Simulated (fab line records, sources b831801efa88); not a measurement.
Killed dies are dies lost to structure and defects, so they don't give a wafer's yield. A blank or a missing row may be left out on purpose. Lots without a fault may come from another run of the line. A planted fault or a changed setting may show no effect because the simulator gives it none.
Which tool did it? | flow sky130 | 24 lots, 72 wafers sampled, at 4 steps of a route of 708

WHAT THE GAUGES READ, wafer by wafer
SKY_VIA2_CD_MEAS_12: target cd 200 nm. Usual: cd_nm 200.1 nm, standard deviation 1.4.
lot  | measured     | on        | cd_nm (nm)        | flag
L074 | day 36 03:55 | cd_sem-02 | 201.3 201.9 201.9 |
L077 | day 36 17:27 | cd_sem-01 | 199.5 198.4 199.5 |
L075 | day 36 19:07 | cd_sem-01 | 201.2 199.4 200.3 |
L076 | day 36 23:08 | cd_sem-02 | 201.2 202.4 201.4 |
L078 | day 37 04:04 | cd_sem-01 | 199.4 198.3 198.8 |
L079 | day 37 06:58 | cd_sem-02 | 199.2 199.6 200.4 |
L080 | day 38 01:00 | cd_sem-01 | 200.9 200.8 200.9 |
L081 | day 38 14:52 | cd_sem-01 | 201.4 201.3 201.0 |
L082 | day 38 17:22 | cd_sem-02 | 199.1 199.5 198.8 |
L083 | day 39 00:05 | cd_sem-02 | 199.6 199.0 198.2 |
L084 | day 39 12:25 | cd_sem-02 | 200.3 199.2 198.3 |
L085 | day 40 07:47 | cd_sem-02 | 198.4 199.6 199.4 |
L086 | day 40 11:49 | cd_sem-01 | 195.7 197.9 198.5 |
L087 | day 40 12:36 | cd_sem-01 | 201.6 201.7 201.2 |
L088 | day 40 16:40 | cd_sem-01 | 199.8 199.3 197.4 |
L089 | day 40 20:40 | cd_sem-02 | 198.7 200.3 200.7 |
L090 | day 41 06:38 | cd_sem-02 | 199.0 198.4 200.0 |
L091 | day 41 09:52 | cd_sem-02 | 199.1 198.5 199.1 |
L092 | day 41 14:09 | cd_sem-02 | 201.7 200.5 201.7 |
L093 | day 41 21:07 | cd_sem-02 | 201.8 201.9 202.8 |
L094 | day 42 13:06 | cd_sem-01 | 200.1 200.4 199.0 |
L095 | day 42 14:20 | cd_sem-01 | 199.8 200.3 200.7 |
L096 | day 42 20:36 | cd_sem-01 | 201.8 200.7 200.2 |
L097 | day 43 07:56 | cd_sem-01 | 201.9 202.5 203.2 |

WHICH TOOL RAN EACH LOT (tool, then ch and the chambers of the sampled wafers, then the start)
lot  | SKY_VIA1_ETCH_14                   | SKY_VIA1_SPUTTER_20          | SKY_METAL2_DESCUM_17
L074 | rie_diel-02 ch 1,2,3, day 33 18:37 | pvd_sputter-01, day 33 19:18 | rie_metal-04 ch 0,1, day 34 23:45
L077 | rie_diel-02 ch 0,1,3, day 34 07:59 | pvd_sputter-02, day 34 08:42 | rie_metal-01 ch 1, day 35 12:46
L075 | rie_diel-02 ch 0,1, day 34 10:45   | pvd_sputter-02, day 34 11:26 | rie_metal-01 ch 1, day 35 15:06
L076 | rie_diel-04 ch 0,1,3, day 34 14:22 | pvd_sputter-01, day 34 15:02 | rie_metal-04 ch 0,1, day 35 18:41
L078 | rie_diel-01 ch 1,3, day 34 19:22   | pvd_sputter-01, day 34 20:05 | rie_metal-01 ch 1, day 35 23:53
L079 | rie_diel-04 ch 0,2,3, day 34 22:28 | pvd_sputter-02, day 34 23:09 | rie_metal-03 ch 0,1, day 36 03:04
L080 | rie_diel-02 ch 1,2,3, day 35 15:48 | pvd_sputter-04, day 35 16:31 | rie_metal-03 ch 0,1, day 36 20:59
L081 | rie_diel-02 ch 0,1,3, day 36 06:23 | pvd_sputter-04, day 36 07:04 | rie_metal-04 ch 0,1, day 37 10:56
L082 | rie_diel-01 ch 0,2, day 36 08:22   | pvd_sputter-01, day 36 09:02 | rie_metal-03 ch 0,1, day 37 13:06
L083 | rie_diel-01 ch 0,1,2, day 36 15:14 | pvd_sputter-01, day 36 16:23 | rie_metal-04 ch 0,1, day 37 20:28
L084 | rie_diel-01 ch 0,3, day 37 03:11   | pvd_sputter-01, day 37 03:54 | rie_metal-01 ch 0,1, day 38 08:24
L085 | rie_diel-04 ch 1,2,3, day 38 00:37 | pvd_sputter-01, day 38 01:17 | rie_metal-03 ch 0,1, day 39 04:34
L086 | rie_diel-04 ch 0,1,2, day 38 04:59 | pvd_sputter-01, day 38 05:40 | rie_metal-01 ch 0,1, day 39 09:15
L087 | rie_diel-04 ch 0,2,3, day 38 05:39 | pvd_sputter-04, day 38 06:20 | rie_metal-03 ch 0,1, day 39 09:40
L088 | rie_diel-01 ch 1,3, day 38 10:19   | pvd_sputter-04, day 38 11:01 | rie_metal-01 ch 0, day 39 14:12
L089 | rie_diel-04 ch 0,1,3, day 38 15:43 | pvd_sputter-01, day 38 16:23 | rie_metal-04 ch 0,1, day 39 19:25
L090 | rie_diel-01 ch 1,2,3, day 39 03:28 | pvd_sputter-01, day 39 04:08 | rie_metal-04 ch 0,1, day 40 05:56
L091 | rie_diel-02 ch 2,3, day 39 06:18   | pvd_sputter-01, day 39 06:59 | rie_metal-04 ch 0,1, day 40 09:21
L092 | rie_diel-04 ch 0,1, day 39 09:54   | pvd_sputter-01, day 39 10:35 | rie_metal-03 ch 0,1, day 40 13:00
L093 | rie_diel-04 ch 1,3, day 39 18:00   | pvd_sputter-02, day 39 18:43 | rie_metal-04 ch 0, day 40 19:53
L094 | rie_diel-01 ch 0,2, day 40 10:48   | pvd_sputter-01, day 40 11:31 | rie_metal-03 ch 0,1, day 41 12:13
L095 | rie_diel-04 ch 0,1,3, day 40 11:47 | pvd_sputter-02, day 40 12:28 | rie_metal-01 ch 0, day 41 13:04
L096 | rie_diel-01 ch 0,1,2, day 40 18:19 | pvd_sputter-01, day 40 18:59 | rie_metal-04 ch 0,1, day 41 19:44
L097 | rie_diel-02 ch 0,1,3, day 41 06:10 | pvd_sputter-02, day 41 06:50 | rie_metal-01 ch 1, day 42 07:24
- SKY_VIA1_ETCH_14: etches BARC in N2/H2, stops on SiO2, time 45.9 s, target depth 60 nm.
- SKY_VIA1_SPUTTER_20: material TiN, target thk 20 nm, time 80 s.
- SKY_METAL2_DESCUM_17: chemistry O2, time 8 s.

WHAT THE TOOLS THEMSELVES READ (means of the sampled wafers that have a number; where no wafer has one, the mark that the record gives instead)
SKY_VIA1_ETCH_14. Usual: drypump_motor_current_A 6.0 A, standard deviation 0.47; oes_product_au 0.855 a.u., standard deviation 0.0045; throttle_valve_pct 13.227 %, standard deviation 0.0083.
lot  | tool        | drypump_motor_current_A (A) | oes_product_au (a.u.) | throttle_valve_pct (%) | flag
L074 | rie_diel-02 | 5.7                         | 0.855                 | 13.228                 |
L077 | rie_diel-02 | 5.8                         | 0.850                 | 13.223                 |
L075 | rie_diel-02 | 5.7                         | 0.851                 | 13.225                 |
L076 | rie_diel-04 | 6.2                         | 0.857                 | 13.230                 |
L078 | rie_diel-01 | 5.4                         | 0.854                 | 13.229                 |
L079 | rie_diel-04 | 5.9                         | 0.859                 | 13.226                 |
L080 | rie_diel-02 | 5.7                         | 0.854                 | 13.224                 |
L081 | rie_diel-02 | 5.8                         | 0.856                 | 13.222                 |
L082 | rie_diel-01 | 6.3                         | 0.856                 | 13.231                 |
L083 | rie_diel-01 | 6.0                         | 0.855                 | 13.225                 |
L084 | rie_diel-01 | 6.2                         | 0.854                 | 13.225                 |
L085 | rie_diel-04 | 6.3                         | 0.856                 | 13.225                 |
L086 | rie_diel-04 | 6.2                         | 0.854                 | 13.230                 |
L087 | rie_diel-04 | 5.9                         | 0.855                 | 13.228                 |
L088 | rie_diel-01 | 5.4                         | 0.856                 | 13.231                 |
L089 | rie_diel-04 | 6.2                         | 0.855                 | 13.219                 |
L090 | rie_diel-01 | 5.7                         | 0.848                 | 13.226                 |
L091 | rie_diel-02 | 5.8                         | 0.856                 | 13.226                 |
L092 | rie_diel-04 | 6.2                         | 0.854                 | 13.226                 |
L093 | rie_diel-04 | 6.5                         | 0.857                 | 13.228                 |
L094 | rie_diel-01 | 6.5                         | 0.850                 | 13.225                 |
L095 | rie_diel-04 | 6.2                         | 0.858                 | 13.229                 |
L096 | rie_diel-01 | 6.0                         | 0.847                 | 13.225                 |
L097 | rie_diel-02 | 5.8                         | 0.857                 | 13.233                 |

SKY_VIA1_SPUTTER_20. Usual: cathode_dc_power_W 4000.0 W, standard deviation 0.69; throttle_valve_pct 29.9 %, standard deviation 0.68.
lot  | tool           | cathode_dc_power_W (W) | throttle_valve_pct (%) | flag
L074 | pvd_sputter-01 | 4000.3                 | 29.8                   |
L077 | pvd_sputter-02 | 3999.6                 | 30.3                   |
L075 | pvd_sputter-02 | 4000.6                 | 30.6                   |
L076 | pvd_sputter-01 | 3999.7                 | 29.8                   |
L078 | pvd_sputter-01 | 3999.6                 | 29.6                   |
L079 | pvd_sputter-02 | 4000.2                 | 30.9                   |
L080 | pvd_sputter-04 | 4000.2                 | 29.1                   |
L081 | pvd_sputter-04 | 4000.7                 | 29.6                   |
L082 | pvd_sputter-01 | 3999.4                 | 29.7                   |
L083 | pvd_sputter-01 | 4000.5                 | 29.8                   |
L084 | pvd_sputter-01 | 3999.8                 | 29.7                   |
L085 | pvd_sputter-01 | 3999.9                 | 29.8                   |
L086 | pvd_sputter-01 | 4000.0                 | 29.6                   |
L087 | pvd_sputter-04 | 4000.2                 | 29.4                   |
L088 | pvd_sputter-04 | 4000.7                 | 29.3                   |
L089 | pvd_sputter-01 | 3999.5                 | 29.5                   |
L090 | pvd_sputter-01 | 4000.0                 | 29.8                   |
L091 | pvd_sputter-01 | 3999.7                 | 29.4                   |
L092 | pvd_sputter-01 | 3999.7                 | 29.6                   |
L093 | pvd_sputter-02 | 4000.2                 | 30.2                   |
L094 | pvd_sputter-01 | 4000.0                 | 29.4                   |
L095 | pvd_sputter-02 | 4000.4                 | 30.1                   |
L096 | pvd_sputter-01 | 3999.8                 | 29.7                   |
L097 | pvd_sputter-02 | 4000.2                 | 30.6                   |

SKY_METAL2_DESCUM_17. Usual: drypump_motor_current_A 5.5 A, standard deviation 0.43; oes_product_au 0.998 a.u., standard deviation 0.011.
lot  | tool         | drypump_motor_current_A (A) | oes_product_au (a.u.) | flag
L074 | rie_metal-04 | 5.1                         | 0.999                 |
L077 | rie_metal-01 | 5.5                         | 0.982                 |
L075 | rie_metal-01 | 5.4                         | 0.996                 |
L076 | rie_metal-04 | 5.1                         | 0.995                 |
L078 | rie_metal-01 | 5.5                         | 0.991                 |
L079 | rie_metal-03 | 5.9                         | 1.009                 |
L080 | rie_metal-03 | 6.1                         | 1.003                 |
L081 | rie_metal-04 | 5.1                         | 0.999                 |
L082 | rie_metal-03 | 6.1                         | 0.997                 |
L083 | rie_metal-04 | 5.0                         | 1.002                 |
L084 | rie_metal-01 | 5.6                         | 0.993                 |
L085 | rie_metal-03 | 6.1                         | 1.004                 |
L086 | rie_metal-01 | 5.6                         | 0.989                 |
L087 | rie_metal-03 | 6.1                         | 0.997                 |
L088 | rie_metal-01 | 6.0                         | 0.993                 |
L089 | rie_metal-04 | 5.1                         | 0.998                 |
L090 | rie_metal-04 | 5.1                         | 1.003                 |
L091 | rie_metal-04 | 5.1                         | 0.999                 |
L092 | rie_metal-03 | 6.1                         | 1.001                 |
L093 | rie_metal-04 | 5.1                         | 0.993                 |
L094 | rie_metal-03 | 5.9                         | 1.004                 |
L095 | rie_metal-01 | 5.9                         | 0.985                 |
L096 | rie_metal-04 | 5.1                         | 0.994                 |
L097 | rie_metal-01 | 5.5                         | 1.005                 |

THE ANSWER, worked out from the rows above alone
Rule: a lot is off if the mean of its wafers that have a number lies more than 3 standard deviations from the usual mean. A lot without any number at a reading at which 4 lots or more have one is off too. The other lots that the step has rows for count as sound. The gauges are gone through in route order, then the tools' own readings, and for those a lot's mean is taken as printed above. The first step at which some lot is off is used, and at that step the reading that is off furthest; a lot without a number counts as furthest.
No lot is off at any reading shown: from this, nothing can be told.

WHAT THE SIMULATOR HAD PUT IN
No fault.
